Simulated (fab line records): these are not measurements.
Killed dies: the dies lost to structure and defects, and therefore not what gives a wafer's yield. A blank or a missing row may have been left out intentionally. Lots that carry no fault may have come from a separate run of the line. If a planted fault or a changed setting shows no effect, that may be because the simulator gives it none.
fab line records :: flow gf180mcu :: part 2 of 2: steps 27 to 35 of 35
record:
  lots: 5
  wafers: 15
  lastDay: 34
route steps=602 shown M3@424 V3@429 M4@456
lots untouched by any fault: they come from a run of this same line in which no faults occurred
startH: start of the lot's first displayed wafer, in hours after the record's first day :: waitH: hours from the lot's prior step to this one :: " identical to the entry in the row above :: L1.1+2: several wafers, shown together as one row :: - no value present, or no start provided :: * or withheld: withheld :: < > ~ a bound
route shown NAME@n: NAME is a module with steps in the file, n the number in the route of the first one :: usual: mean and standard deviation over wafers with no fault :: same: alike in all rows :: chamber/n: place in a boat :: sites: each site's reading :: _std_site: the standard deviation of these :: _edge_site: inner sites' mean taken away from outer sites' mean :: radiusMm: for every site, how far away it sits from the centre of the wafer :: mask NAME#n: copy n :: behind: the most recent tool/chamber to have shaped the wafer :: hold: reason for holding the lot/hours on hold/outcome of the hold :: device: which transistor (n, p or np) failed to switch :: end of line: tests run on the same wafers once the route is complete :: step lacking rows: just its recipe :: killed: dies lost to structure and defects at the first sort, not the wafer's yield :: map: the dies of a wafer, with x for killed, . for not killed, _ for no die there
set.NAME: the setting as run; set.NAME@STEP: as run at that earlier step :: model.NAME: the simulator's own value behind a step, which no gauge read
lots seen at some steps along the route; tables by step, rows by wafer
services: when a tool's chamber went out of use (startH, in hours from the record's first day, below 0 if earlier), for how many hours, and the reason
== steps ==
step: GF_V3_SPUTTER_21
recipe:
  material: Ti
  targetThkNm: 15
  chamberPressurePa: 5
  powerW: 2500
  substrateTempC: 200
  timeS: 80.02
usual:
  throttleValvePct: 30.3/0.8
lot.wafer: L079.1
tool: pvdSputter-01
chamber: -
startH: 565.71
waitH: 0.0
throttleValvePct: 31.2

lot.wafer: L079.2
tool: pvdSputter-01
chamber: -
startH: 565.71
waitH: 0.0
throttleValvePct: 30.6

lot.wafer: L079.4
tool: pvdSputter-01
chamber: -
startH: 565.71
waitH: 0.0
throttleValvePct: 29.3

lot.wafer: L081.1
tool: pvdSputter-01
chamber: -
startH: 585.24
waitH: 0.0
throttleValvePct: 30.6

lot.wafer: L081.2
tool: pvdSputter-01
chamber: -
startH: 585.24
waitH: 0.0
throttleValvePct: 30.3

lot.wafer: L081.5
tool: pvdSputter-01
chamber: -
startH: 585.24
waitH: 0.0
throttleValvePct: 30.5

lot.wafer: L083.1
tool: pvdSputter-01
chamber: -
startH: 594.28
waitH: 0.0
throttleValvePct: 30.7

lot.wafer: L083.2
tool: pvdSputter-01
chamber: -
startH: 594.28
waitH: 0.0
throttleValvePct: 30.9

lot.wafer: L083.4
tool: pvdSputter-01
chamber: -
startH: 594.28
waitH: 0.0
throttleValvePct: 30.6

lot.wafer: L088.1
tool: pvdSputter-04
chamber: -
startH: 635.85
waitH: 0.0
throttleValvePct: 31.5

lot.wafer: L088.2
tool: pvdSputter-04
chamber: -
startH: 635.85
waitH: 0.0
throttleValvePct: 29.4

lot.wafer: L088.5
tool: pvdSputter-04
chamber: -
startH: 635.85
waitH: 0.0
throttleValvePct: 31.8

lot.wafer: L096.1
tool: pvdSputter-01
chamber: -
startH: 682.12
waitH: 0.0
throttleValvePct: 30.7

lot.wafer: L096.5
tool: pvdSputter-01
chamber: -
startH: 682.12
waitH: 0.0
throttleValvePct: 29.4

lot.wafer: L096.6
tool: pvdSputter-01
chamber: -
startH: 682.12
waitH: 0.0
throttleValvePct: 30.7
step: GF_V3_SPUTTER_22
recipe:
  material: TiN
  targetThkNm: 10
  chamberPressurePa: 5
  powerW: 4000
  timeS: 40
usual:
  throttleValvePct: 30.3/0.82
lot.wafer: L079.1
tool: pvdSputter-01
chamber: -
startH: 565.77
waitH: 0.0
throttleValvePct: 31.0

lot.wafer: L079.2
tool: pvdSputter-01
chamber: -
startH: 565.77
waitH: 0.0
throttleValvePct: 30.7

lot.wafer: L079.4
tool: pvdSputter-01
chamber: -
startH: 565.77
waitH: 0.0
throttleValvePct: 29.1

lot.wafer: L081.1
tool: pvdSputter-01
chamber: -
startH: 585.30
waitH: 0.0
throttleValvePct: 30.4

lot.wafer: L081.2
tool: pvdSputter-01
chamber: -
startH: 585.30
waitH: 0.0
throttleValvePct: 30.7

lot.wafer: L081.5
tool: pvdSputter-01
chamber: -
startH: 585.30
waitH: 0.0
throttleValvePct: 30.8

lot.wafer: L083.1
tool: pvdSputter-01
chamber: -
startH: 594.34
waitH: 0.0
throttleValvePct: 30.8

lot.wafer: L083.2
tool: pvdSputter-01
chamber: -
startH: 594.34
waitH: 0.0
throttleValvePct: 31.2

lot.wafer: L083.4
tool: pvdSputter-01
chamber: -
startH: 594.34
waitH: 0.0
throttleValvePct: 30.1

lot.wafer: L088.1
tool: pvdSputter-04
chamber: -
startH: 635.91
waitH: 0.0
throttleValvePct: 31.8

lot.wafer: L088.2
tool: pvdSputter-04
chamber: -
startH: 635.91
waitH: 0.0
throttleValvePct: 29.5

lot.wafer: L088.5
tool: pvdSputter-04
chamber: -
startH: 635.91
waitH: 0.0
throttleValvePct: 31.5

lot.wafer: L096.1
tool: pvdSputter-01
chamber: -
startH: 682.18
waitH: 0.0
throttleValvePct: 30.4

lot.wafer: L096.5
tool: pvdSputter-01
chamber: -
startH: 682.18
waitH: 0.0
throttleValvePct: 29.2

lot.wafer: L096.6
tool: pvdSputter-01
chamber: -
startH: 682.18
waitH: 0.0
throttleValvePct: 30.7
step: GF_V3_CVD_23
recipe:
  material: W
  targetThkNm: 350
  timeS: 104.9
  tempC: 400
  pressureTorr: 40
usual:
  heaterPowerW: 866/36
lot.wafer: L079.1
tool: cvdW-02
chamber: 0
startH: 565.81
waitH: 0.0
heaterPowerW: 870

lot.wafer: L079.2
tool: cvdW-02
chamber: 0
startH: 565.81
waitH: 0.0
heaterPowerW: 905

lot.wafer: L079.4
tool: cvdW-02
chamber: 0
startH: 565.81
waitH: 0.0
heaterPowerW: 869

lot.wafer: L081.1
tool: cvdW-02
chamber: 1
startH: 585.34
waitH: 0.0
heaterPowerW: 937

lot.wafer: L081.2
tool: cvdW-02
chamber: 0
startH: 585.34
waitH: 0.0
heaterPowerW: 875

lot.wafer: L081.5
tool: cvdW-02
chamber: 0
startH: 585.34
waitH: 0.0
heaterPowerW: 881

lot.wafer: L083.1
tool: cvdW-01
chamber: 0
startH: 594.38
waitH: 0.0
heaterPowerW: 827

lot.wafer: L083.2
tool: cvdW-01
chamber: 1
startH: 594.38
waitH: 0.0
heaterPowerW: 802

lot.wafer: L083.4
tool: cvdW-01
chamber: 1
startH: 594.38
waitH: 0.0
heaterPowerW: 803

lot.wafer: L088.1
tool: cvdW-02
chamber: 0
startH: 635.95
waitH: 0.0
heaterPowerW: 886

lot.wafer: L088.2
tool: cvdW-02
chamber: 1
startH: 635.95
waitH: 0.0
heaterPowerW: 915

lot.wafer: L088.5
tool: cvdW-02
chamber: 1
startH: 635.95
waitH: 0.0
heaterPowerW: 926

lot.wafer: L096.1
tool: cvdW-01
chamber: 1
startH: 682.22
waitH: 0.0
heaterPowerW: 847

lot.wafer: L096.5
tool: cvdW-01
chamber: 0
startH: 682.22
waitH: 0.0
heaterPowerW: 841

lot.wafer: L096.6
tool: cvdW-01
chamber: 1
startH: 682.22
waitH: 0.0
heaterPowerW: 821
step: GF_V3_RS_MEAS_24
recipe:
  thkMeasGauge: four-point-probe
  reads: W_of_V3_CVD_23+TiN_of_V3_SPUTTER_22+Ti_of_V3_SPUTTER_21
usual:
  V3_W_RS: 0.3267/0.0029
lot.wafer: L079.1
tool: filmMetro-01
chamber: -
startH: 566.05
waitH: 0.2
V3_W_RS[ohm/sq]: 0.3283

lot.wafer: L079.2
tool: filmMetro-01
chamber: -
startH: 566.05
waitH: 0.2
V3_W_RS[ohm/sq]: 0.3281

lot.wafer: L079.4
tool: filmMetro-01
chamber: -
startH: 566.05
waitH: 0.2
V3_W_RS[ohm/sq]: 0.3315

lot.wafer: L081.1
tool: filmMetro-04
chamber: -
startH: 585.46
waitH: 0.1
V3_W_RS[ohm/sq]: 0.3245

lot.wafer: L081.2
tool: filmMetro-04
chamber: -
startH: 585.46
waitH: 0.1
V3_W_RS[ohm/sq]: 0.3244

lot.wafer: L081.5
tool: filmMetro-04
chamber: -
startH: 585.46
waitH: 0.1
V3_W_RS[ohm/sq]: 0.3284

lot.wafer: L083.1
tool: filmMetro-04
chamber: -
startH: 594.55
waitH: 0.1
V3_W_RS[ohm/sq]: 0.3248

lot.wafer: L083.2
tool: filmMetro-04
chamber: -
startH: 594.55
waitH: 0.1
V3_W_RS[ohm/sq]: 0.3227

lot.wafer: L083.4
tool: filmMetro-04
chamber: -
startH: 594.55
waitH: 0.1
V3_W_RS[ohm/sq]: 0.3244

lot.wafer: L088.1
tool: filmMetro-01
chamber: -
startH: 636.06
waitH: 0.1
V3_W_RS[ohm/sq]: 0.3293

lot.wafer: L088.2
tool: filmMetro-01
chamber: -
startH: 636.06
waitH: 0.1
V3_W_RS[ohm/sq]: 0.3237

lot.wafer: L088.5
tool: filmMetro-01
chamber: -
startH: 636.06
waitH: 0.1
V3_W_RS[ohm/sq]: 0.3263

lot.wafer: L096.1
tool: filmMetro-04
chamber: -
startH: 682.33
waitH: 0.1
V3_W_RS[ohm/sq]: 0.3297

lot.wafer: L096.5
tool: filmMetro-04
chamber: -
startH: 682.33
waitH: 0.1
V3_W_RS[ohm/sq]: 0.3268

lot.wafer: L096.6
tool: filmMetro-04
chamber: -
startH: 682.33
waitH: 0.1
V3_W_RS[ohm/sq]: 0.3298
step: GF_V3_THK_MEAS_25
recipe:
  thkMeasGauge: xrf
  reads: W_of_V3_CVD_23
usual:
  V3_W_THK: 353/3.9
lot.wafer: L079.1
tool: filmMetro-01
chamber: -
startH: 566.17
waitH: 0.1
V3_W_THK[nm]: 353

lot.wafer: L079.2
tool: filmMetro-01
chamber: -
startH: 566.17
waitH: 0.1
V3_W_THK[nm]: 350

lot.wafer: L079.4
tool: filmMetro-01
chamber: -
startH: 566.17
waitH: 0.1
V3_W_THK[nm]: 348

lot.wafer: L081.1
tool: filmMetro-04
chamber: -
startH: 585.58
waitH: 0.1
V3_W_THK[nm]: 357

lot.wafer: L081.2
tool: filmMetro-04
chamber: -
startH: 585.58
waitH: 0.1
V3_W_THK[nm]: 357

lot.wafer: L081.5
tool: filmMetro-04
chamber: -
startH: 585.58
waitH: 0.1
V3_W_THK[nm]: 352

lot.wafer: L083.1
tool: filmMetro-04
chamber: -
startH: 594.67
waitH: 0.1
V3_W_THK[nm]: 357

lot.wafer: L083.2
tool: filmMetro-04
chamber: -
startH: 594.67
waitH: 0.1
V3_W_THK[nm]: 359

lot.wafer: L083.4
tool: filmMetro-04
chamber: -
startH: 594.67
waitH: 0.1
V3_W_THK[nm]: 356

lot.wafer: L088.1
tool: filmMetro-01
chamber: -
startH: 636.18
waitH: 0.1
V3_W_THK[nm]: 348

lot.wafer: L088.2
tool: filmMetro-01
chamber: -
startH: 636.18
waitH: 0.1
V3_W_THK[nm]: 353

lot.wafer: L088.5
tool: filmMetro-01
chamber: -
startH: 636.18
waitH: 0.1
V3_W_THK[nm]: 350

lot.wafer: L096.1
tool: filmMetro-04
chamber: -
startH: 682.45
waitH: 0.1
V3_W_THK[nm]: 348

lot.wafer: L096.5
tool: filmMetro-04
chamber: -
startH: 682.45
waitH: 0.1
V3_W_THK[nm]: 353

lot.wafer: L096.6
tool: filmMetro-04
chamber: -
startH: 682.45
waitH: 0.1
V3_W_THK[nm]: 349
step: GF_V3_CMP_26
recipe:
  stopOn: SiO2
  downForcePsi: 3.5
  platenRpm: 60
  tOverpolishS: 15
  targetThkNm: 0
  padVelocityMS: 0.94248
usual:
  motorCurrentA: 11.4/1.5
  overpolishRunS: 15.000/0.0085
  platenRpm: 60.01/0.041
  timeToEndpointS: 83/3.8
same:
  tOverpolishS: 15
lot.wafer: L079.2
tool: cmp-01
chamber: 3
startH: 566.28
waitH: 0.1
motorCurrentA: 10.2
overpolishRunS: 15.009
platenRpm: 59.99
timeToEndpointS: 83

lot.wafer: L079.4
tool: cmp-01
chamber: 0
startH: 566.28
waitH: 0.1
motorCurrentA: 12.9
overpolishRunS: 14.999
platenRpm: 60.01
timeToEndpointS: 81

lot.wafer: L079.1
tool: cmp-01
chamber: 1
startH: 566.28
waitH: 0.1
motorCurrentA: 12.6
overpolishRunS: 15.004
platenRpm: 59.98
timeToEndpointS: 83

lot.wafer: L081.1
tool: cmp-02
chamber: 0
startH: 585.69
waitH: 0.1
motorCurrentA: 11.0
overpolishRunS: 14.999
platenRpm: 59.94
timeToEndpointS: 84

lot.wafer: L081.2
tool: cmp-02
chamber: 1
startH: 585.69
waitH: 0.1
motorCurrentA: 9.6
overpolishRunS: 14.992
platenRpm: 59.99
timeToEndpointS: 84

lot.wafer: L081.5
tool: cmp-02
chamber: 3
startH: 585.69
waitH: 0.1
motorCurrentA: 10.9
overpolishRunS: 14.997
platenRpm: 60.04
timeToEndpointS: 91

lot.wafer: L083.2
tool: cmp-01
chamber: 1
startH: 594.90
waitH: 0.2
motorCurrentA: 12.0
overpolishRunS: 15.006
platenRpm: 59.98
timeToEndpointS: 85

lot.wafer: L083.1
tool: cmp-01
chamber: 2
startH: 594.90
waitH: 0.2
motorCurrentA: 10.2
overpolishRunS: 14.996
platenRpm: 60.03
timeToEndpointS: 81

lot.wafer: L083.4
tool: cmp-01
chamber: 3
startH: 594.90
waitH: 0.2
motorCurrentA: 10.1
overpolishRunS: 14.988
platenRpm: 60.04
timeToEndpointS: 86

lot.wafer: L088.2
tool: cmp-01
chamber: 0
startH: 636.24
waitH: 0.0
motorCurrentA: 12.3
overpolishRunS: 14.996
platenRpm: 59.99
timeToEndpointS: 81

lot.wafer: L088.1
tool: cmp-01
chamber: 2
startH: 636.24
waitH: 0.0
motorCurrentA: 9.4
overpolishRunS: 14.986
platenRpm: 60.02
timeToEndpointS: 77

lot.wafer: L088.5
tool: cmp-01
chamber: 1
startH: 636.24
waitH: 0.0
motorCurrentA: 12.1
overpolishRunS: 15.011
platenRpm: 60.06
timeToEndpointS: 81

lot.wafer: L096.1
tool: cmp-02
chamber: 3
startH: 682.56
waitH: 0.1
motorCurrentA: 11.8
overpolishRunS: 14.988
platenRpm: 60.02
timeToEndpointS: 86

lot.wafer: L096.6
tool: cmp-02
chamber: 2
startH: 682.56
waitH: 0.1
motorCurrentA: 14.1
overpolishRunS: 14.988
platenRpm: 59.98
timeToEndpointS: 78

lot.wafer: L096.5
tool: cmp-02
chamber: 3
startH: 682.56
waitH: 0.1
motorCurrentA: 11.3
overpolishRunS: 14.999
platenRpm: 60.02
timeToEndpointS: 86
step: GF_M4_SPUTTER_00
recipe:
  material: Ti
  targetThkNm: 37.5
  arrivingIonEnergyEv: 80
  substrateTempC: 200
  chamberPressurePa: 2
  powerW: 4000
  timeS: 150
usual:
  throttleValvePct: 29.9/0.81
lot.wafer: L079.1
tool: pvdSputter-03
chamber: -
startH: 566.53
waitH: 0.1
throttleValvePct: 29.6

lot.wafer: L079.2
tool: pvdSputter-03
chamber: -
startH: 566.53
waitH: 0.1
throttleValvePct: 30.9

lot.wafer: L079.4
tool: pvdSputter-03
chamber: -
startH: 566.53
waitH: 0.1
throttleValvePct: 28.9

lot.wafer: L081.1
tool: pvdSputter-03
chamber: -
startH: 585.94
waitH: 0.2
throttleValvePct: 30.9

lot.wafer: L081.2
tool: pvdSputter-03
chamber: -
startH: 585.94
waitH: 0.2
throttleValvePct: 30.5

lot.wafer: L081.5
tool: pvdSputter-03
chamber: -
startH: 585.94
waitH: 0.2
throttleValvePct: 29.1

lot.wafer: L083.1
tool: pvdSputter-03
chamber: -
startH: 595.15
waitH: 0.1
throttleValvePct: 28.6

lot.wafer: L083.2
tool: pvdSputter-03
chamber: -
startH: 595.15
waitH: 0.1
throttleValvePct: 30.7

lot.wafer: L083.4
tool: pvdSputter-03
chamber: -
startH: 595.15
waitH: 0.1
throttleValvePct: 29.7

lot.wafer: L088.1
tool: pvdSputter-02
chamber: -
startH: 636.54
waitH: 0.1
throttleValvePct: 29.5

lot.wafer: L088.2
tool: pvdSputter-02
chamber: -
startH: 636.54
waitH: 0.1
throttleValvePct: 29.0

lot.wafer: L088.5
tool: pvdSputter-02
chamber: -
startH: 636.54
waitH: 0.1
throttleValvePct: 29.7

lot.wafer: L096.1
tool: pvdSputter-02
chamber: -
startH: 682.81
waitH: 0.2
throttleValvePct: 29.0

lot.wafer: L096.5
tool: pvdSputter-02
chamber: -
startH: 682.81
waitH: 0.2
throttleValvePct: 30.9

lot.wafer: L096.6
tool: pvdSputter-02
chamber: -
startH: 682.81
waitH: 0.2
throttleValvePct: 29.6
step: GF_M4_SPUTTER_01
recipe:
  material: TiN
  targetThkNm: 30
  powerW: 6500
  timeS: 25
  chamberPressurePa: 0.4
usual:
  throttleValvePct: 29.9/0.83
lot.wafer: L079.1
tool: pvdSputter-03
chamber: -
startH: 566.63
waitH: 0.1
throttleValvePct: 29.5

lot.wafer: L079.2
tool: pvdSputter-03
chamber: -
startH: 566.63
waitH: 0.1
throttleValvePct: 30.8

lot.wafer: L079.4
tool: pvdSputter-03
chamber: -
startH: 566.63
waitH: 0.1
throttleValvePct: 28.8

lot.wafer: L081.1
tool: pvdSputter-03
chamber: -
startH: 586.04
waitH: 0.1
throttleValvePct: 30.9

lot.wafer: L081.2
tool: pvdSputter-03
chamber: -
startH: 586.04
waitH: 0.1
throttleValvePct: 30.5

lot.wafer: L081.5
tool: pvdSputter-03
chamber: -
startH: 586.04
waitH: 0.1
throttleValvePct: 28.9

lot.wafer: L083.1
tool: pvdSputter-03
chamber: -
startH: 595.25
waitH: 0.1
throttleValvePct: 28.8

lot.wafer: L083.2
tool: pvdSputter-03
chamber: -
startH: 595.25
waitH: 0.1
throttleValvePct: 30.5

lot.wafer: L083.4
tool: pvdSputter-03
chamber: -
startH: 595.25
waitH: 0.1
throttleValvePct: 29.7

lot.wafer: L088.1
tool: pvdSputter-02
chamber: -
startH: 636.64
waitH: 0.1
throttleValvePct: 29.8

lot.wafer: L088.2
tool: pvdSputter-02
chamber: -
startH: 636.64
waitH: 0.1
throttleValvePct: 28.9

lot.wafer: L088.5
tool: pvdSputter-02
chamber: -
startH: 636.64
waitH: 0.1
throttleValvePct: 29.4

lot.wafer: L096.1
tool: pvdSputter-02
chamber: -
startH: 682.91
waitH: 0.1
throttleValvePct: 28.6

lot.wafer: L096.5
tool: pvdSputter-02
chamber: -
startH: 682.91
waitH: 0.1
throttleValvePct: 30.6

lot.wafer: L096.6
tool: pvdSputter-02
chamber: -
startH: 682.91
waitH: 0.1
throttleValvePct: 29.6
step: GF_M4_SPUTTER_02
recipe:
  material: AlCu
  targetThkNm: 450
  powerW: 10600
  timeS: 23.9
  chamberPressurePa: 0.4
usual:
  throttleValvePct: 29.9/0.82
lot.wafer: L079.1
tool: pvdSputter-03
chamber: -
startH: 566.66
waitH: 0.0
throttleValvePct: 29.7

lot.wafer: L079.2
tool: pvdSputter-03
chamber: -
startH: 566.66
waitH: 0.0
throttleValvePct: 30.7

lot.wafer: L079.4
tool: pvdSputter-03
chamber: -
startH: 566.66
waitH: 0.0
throttleValvePct: 28.9

lot.wafer: L081.1
tool: pvdSputter-03
chamber: -
startH: 586.07
waitH: 0.0
throttleValvePct: 30.7

lot.wafer: L081.2
tool: pvdSputter-03
chamber: -
startH: 586.07
waitH: 0.0
throttleValvePct: 30.5

lot.wafer: L081.5
tool: pvdSputter-03
chamber: -
startH: 586.07
waitH: 0.0
throttleValvePct: 28.7

lot.wafer: L083.1
tool: pvdSputter-03
chamber: -
startH: 595.28
waitH: 0.0
throttleValvePct: 28.8

lot.wafer: L083.2
tool: pvdSputter-03
chamber: -
startH: 595.28
waitH: 0.0
throttleValvePct: 30.4

lot.wafer: L083.4
tool: pvdSputter-03
chamber: -
startH: 595.28
waitH: 0.0
throttleValvePct: 29.6

lot.wafer: L088.1
tool: pvdSputter-02
chamber: -
startH: 636.68
waitH: 0.0
throttleValvePct: 29.6

lot.wafer: L088.2
tool: pvdSputter-02
chamber: -
startH: 636.68
waitH: 0.0
throttleValvePct: 28.8

lot.wafer: L088.5
tool: pvdSputter-02
chamber: -
startH: 636.68
waitH: 0.0
throttleValvePct: 29.5

lot.wafer: L096.1
tool: pvdSputter-02
chamber: -
startH: 682.94
waitH: 0.0
throttleValvePct: 29.0

lot.wafer: L096.5
tool: pvdSputter-02
chamber: -
startH: 682.94
waitH: 0.0
throttleValvePct: 30.7

lot.wafer: L096.6
tool: pvdSputter-02
chamber: -
startH: 682.94
waitH: 0.0
throttleValvePct: 29.5
== services ==
tool: pvdSputter-03
chamber: -
startH: 524.32
hours: 4.7
kind: repair

tool: pvdSputter-01
chamber: -
startH: 533.30
hours: 1.1
kind: repair

tool: rieMetal-03
chamber: 1
startH: 535.08
hours: 22.2
kind: repair

tool: hdpcvd-01
chamber: -
startH: 539.25
hours: 15.0
kind: pm

tool: rieMetal-03
chamber: -
startH: 540.80
hours: 2.8
kind: pm

tool: cvdW-02
chamber: 1
startH: 552.45
hours: 15.6
kind: repair

tool: krfScanner-01
chamber: -
startH: 562.42
hours: 0.6
kind: repair

tool: cvdW-02
chamber: -
startH: 565.36
hours: 0.4
kind: repair

tool: cmp-01
chamber: -
startH: 572.06
hours: 4.0
kind: pm

tool: hdpcvd-01
chamber: 2
startH: 587.75
hours: 5.1
kind: repair

tool: rieDiel-01
chamber: 1
startH: 589.00
hours: 1.5
kind: repair

tool: plasmaAsher-02
chamber: -
startH: 595.11
hours: 6.0
kind: repair

tool: hdpcvd-01
chamber: 0
startH: 607.43
hours: 5.0
kind: repair

tool: cvdW-02
chamber: -
startH: 608.89
hours: 0.8
kind: repair

tool: krfScanner-01
chamber: -
startH: 610.63
hours: 1.3
kind: pm

tool: krfScanner-01
chamber: -
startH: 615.65
hours: 0.8
kind: pm

tool: pvdSputter-02
chamber: -
startH: 617.38
hours: 1.4
kind: repair

tool: plasmaAsher-02
chamber: -
startH: 621.06
hours: 0.6
kind: repair

tool: cmp-01
chamber: -
startH: 627.94
hours: 1.0
kind: repair

tool: cmp-02
chamber: -
startH: 641.20
hours: 30.9
kind: repair

tool: wetBench-02
chamber: -
startH: 660.12
hours: 1.9
kind: pm

tool: cmp-02
chamber: -
startH: 672.15
hours: 5.5
kind: pm

tool: plasmaAsher-02
chamber: -
startH: 674.33
hours: 2.8
kind: pm

tool: cmp-01
chamber: -
startH: 677.89
hours: 6.9
kind: pm
